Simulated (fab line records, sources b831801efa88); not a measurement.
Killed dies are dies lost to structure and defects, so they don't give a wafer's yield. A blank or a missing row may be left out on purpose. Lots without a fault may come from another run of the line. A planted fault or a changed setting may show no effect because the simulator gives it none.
Which tool did it? | flow gf180mcu | 13 lots, 39 wafers sampled, at 2 steps of a route of 602

WHAT THE GAUGES READ, wafer by wafer
GF_V5_THK_MEAS_25: measures by xrf.
lot  | measured     | on            | V5_W_THK (nm)
L851 | day 26 23:35 | film_metro-01 | 365 360 362
L854 | day 27 23:32 | film_metro-04 | 346 357 358
L853 | day 28 04:05 | film_metro-01 | 365 358 371
L856 | day 28 15:58 | film_metro-04 | 349 348 356
L857 | day 29 12:20 | film_metro-03 | 348 346 348
L858 | day 29 13:47 | film_metro-04 | 351 356 354
L859 | day 29 18:04 | film_metro-03 | 350 351 351
L860 | day 29 22:35 | film_metro-03 | 347 351 346
L861 | day 30 12:45 | film_metro-03 | 345 340 343
L862 | day 30 15:55 | film_metro-04 | 350 356 356
L863 | day 30 23:54 | film_metro-01 | 356 362 356
L867 | day 31 22:50 | film_metro-04 | 347 348 348
L868 | day 32 07:01 | film_metro-01 | 358 367 356

WHICH TOOL RAN EACH LOT (tool, then ch and the chambers of the sampled wafers, then the start)
lot  | GF_SAB_CVD_00
L851 | pecvd-01 ch 0,1, day 13 23:32
L854 | pecvd-03 ch 0,1, day 14 22:23
L853 | pecvd-03 ch 0,1, day 15 04:59
L856 | pecvd-01 ch 0,2, day 15 17:44
L857 | pecvd-04 ch 0,2, day 16 16:21
L858 | pecvd-04 ch 1,2, day 16 18:56
L859 | pecvd-03 ch 0,1,2, day 17 01:36
L860 | pecvd-03 ch 0,1, day 17 07:11
L861 | pecvd-04 ch 1,2, day 18 01:31
L862 | pecvd-04 ch 0,1, day 18 02:51
L863 | pecvd-04 ch 0,1,2, day 18 08:47
L867 | pecvd-04 ch 0,2, day 19 21:56
L868 | pecvd-04 ch 0,1,2, day 20 06:43
- GF_SAB_CVD_00: deposits SiO2 from TEOS, target thk 50 nm, time 4.9302 s.

WHAT THE TOOLS THEMSELVES READ (means of the sampled wafers that have a number; where no wafer has one, the mark that the record gives instead)
GF_SAB_CVD_00.
lot  | tool     | heater_power_w (W)
L851 | pecvd-01 | 663
L854 | pecvd-03 | 597
L853 | pecvd-03 | 592
L856 | pecvd-01 | 762
L857 | pecvd-04 | 692
L858 | pecvd-04 | 577
L859 | pecvd-03 | 646
L860 | pecvd-03 | 628
L861 | pecvd-04 | 553
L862 | pecvd-04 | 685
L863 | pecvd-04 | 619
L867 | pecvd-04 | 622
L868 | pecvd-04 | 654

THE ANSWER, worked out from the rows above alone
Rule: what is usual is taken from the lots themselves. Put in order of their means at a reading, lots are off if they are a third of the lots or fewer, leave a main group of 4 or more, and stand apart from it by a gap of 3 or more times the standard deviation of the main group's means; of several such gaps the widest counts. A main group whose means are all the same, to the digits that the tables above print for the reading, isn't used. A lot without any number at a reading at which 4 lots or more have one is off too. The other lots that the step has rows for count as sound. The gauges are gone through in route order, then the tools' own readings, and for those a lot's mean is taken as printed above. The first step at which some lot is off is used, and at that step the reading that is off furthest; a lot without a number counts as furthest.
No lot is off at any reading shown: from this, nothing can be told.

WHAT THE SIMULATOR HAD PUT IN
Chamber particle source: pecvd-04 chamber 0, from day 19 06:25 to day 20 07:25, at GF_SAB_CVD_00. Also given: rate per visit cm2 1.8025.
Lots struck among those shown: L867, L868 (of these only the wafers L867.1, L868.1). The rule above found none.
